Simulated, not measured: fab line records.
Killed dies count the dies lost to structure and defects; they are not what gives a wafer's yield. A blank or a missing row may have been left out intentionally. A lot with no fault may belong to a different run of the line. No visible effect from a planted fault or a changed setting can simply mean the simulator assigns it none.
Check for tools in common -- flow gf180mcu -- Sampled: 11 lots, 39 wafers

REASON IT WAS OPENED
2 of 11 lots carry a flag on the reading NWELL_RS at GF_VT_IMPLANT_RS_MEAS_47. Wafers without a fault read 488.1 ohm/sq, standard deviation 1.2.
Rule: a lot is flagged in two cases, either no wafer of it has a number, or all its wafers with numbers fall more than 4 standard deviations from that mean. The rest of the lots are taken to be sound.

lot,measured,on,"NWELL_RS (ohm/sq), wafer by wafer",flag
L621,day 7 11:40,filmMetro-02,487.4 487.9 487.7,
L623,day 8 04:04,filmMetro-03,486.3 487.1 488.6,
L629,day 9 17:49,filmMetro-04,488.3 486.9 488.0,
L630,day 10 04:40,filmMetro-03,489.0 485.9 486.5,
L631,day 10 10:35,filmMetro-02,488.8 487.6 487.4,
L632,day 10 16:59,filmMetro-02,466.2 468.4 466.2 465.9 468.2 466.6,FLAGGED
L634,day 11 03:14,filmMetro-02,463.6 465.7 465.2 464.1 464.7 464.8,FLAGGED
L641,day 13 02:38,filmMetro-02,489.6 489.3 487.7,
L642,day 13 13:28,filmMetro-02,487.4 488.0 487.8,
L643,day 13 17:25,filmMetro-03,490.9 489.4 489.1,
L644,day 14 00:44,filmMetro-04,488.9 488.6 487.7,
The mean of the flagged lots' numbers is 465.8 ohm/sq, -22.3 ohm/sq from the usual (-19 standard deviations).

EACH LOT AND THE TOOL IT RAN ON
The record holds 1 process step before the reading, out of a route of 602 steps. Cell contents, in order: the tool; ch with the chambers the sampled wafers went through; the start.
lot,flag,GF_NWELL_IMPLANT_08
L621,,"implanter-01 ch 0, day 3 06:25"
L623,,"implanter-04 ch 0, day 3 18:02"
L629,,"implanter-03 ch 0, day 5 01:23"
L630,,"implanter-04 ch 0, day 5 09:08"
L631,,"implanter-03 ch 0, day 5 14:26"
L632,FLAGGED,"implanter-03 ch 0, day 5 20:41"
L634,FLAGGED,"implanter-03 ch 0, day 6 05:49"
L641,,"implanter-04 ch 0, day 7 20:44"
L642,,"implanter-01 ch 0, day 8 04:11"
L643,,"implanter-04 ch 0, day 8 08:11"
L644,,"implanter-01 ch 0, day 8 14:35"
What these steps do:
- GF_NWELL_IMPLANT_08
- GF_VT_IMPLANT_RS_MEAS_47: measures by four-point-probe.

FLAGGED AGAINST TOTAL, ONE TOOL AT A TIME (gauges that did the reading follow at the end)
step,tool,lots run,flagged,share of the flagged lots,sound lots run after its first flagged lot
GF_NWELL_IMPLANT_08,implanter-01,3,0,none,-
GF_NWELL_IMPLANT_08,implanter-03,4,2,all,0
GF_NWELL_IMPLANT_08,implanter-04,4,0,none,-
GF_VT_IMPLANT_RS_MEAS_47,filmMetro-02,6,2,all,"2 (L641,L642)"
GF_VT_IMPLANT_RS_MEAS_47,filmMetro-03,3,0,none,-
GF_VT_IMPLANT_RS_MEAS_47,filmMetro-04,2,0,none,-

WHAT IS ALLOWED BY THE TABLE
Rows of the table that ran all the flagged lots, 2 in number: implanter-03 at GF_NWELL_IMPLANT_08; filmMetro-02 at GF_VT_IMPLANT_RS_MEAS_47.
- implanter-03 at GF_NWELL_IMPLANT_08 ran 4 lots, 2 of them flagged. A fault beginning between L631 (day 5 14:26), its last sound lot, and L632 (day 5 20:41), its first flagged one, fits the data. Its own readings lie more than 4 standard deviations out on every wafer of the flagged lots: doseIonsCm2, faradayCurrentUA.
- filmMetro-02 at GF_VT_IMPLANT_RS_MEAS_47 ran 6 lots, 2 of them flagged. Sound lots followed the first flagged one (L641, L642) on it, something a lasting fault affecting the whole tool could not allow.
What remains is a single tool, implanter-03 at GF_NWELL_IMPLANT_08.

WHAT THE SIMULATOR HAD INSERTED
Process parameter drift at GF_NWELL_IMPLANT_08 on implanter-03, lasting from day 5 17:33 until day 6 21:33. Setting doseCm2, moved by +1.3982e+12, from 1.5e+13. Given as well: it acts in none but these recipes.
Shown lots that were struck: L632, L634. Same finding as the rule above.
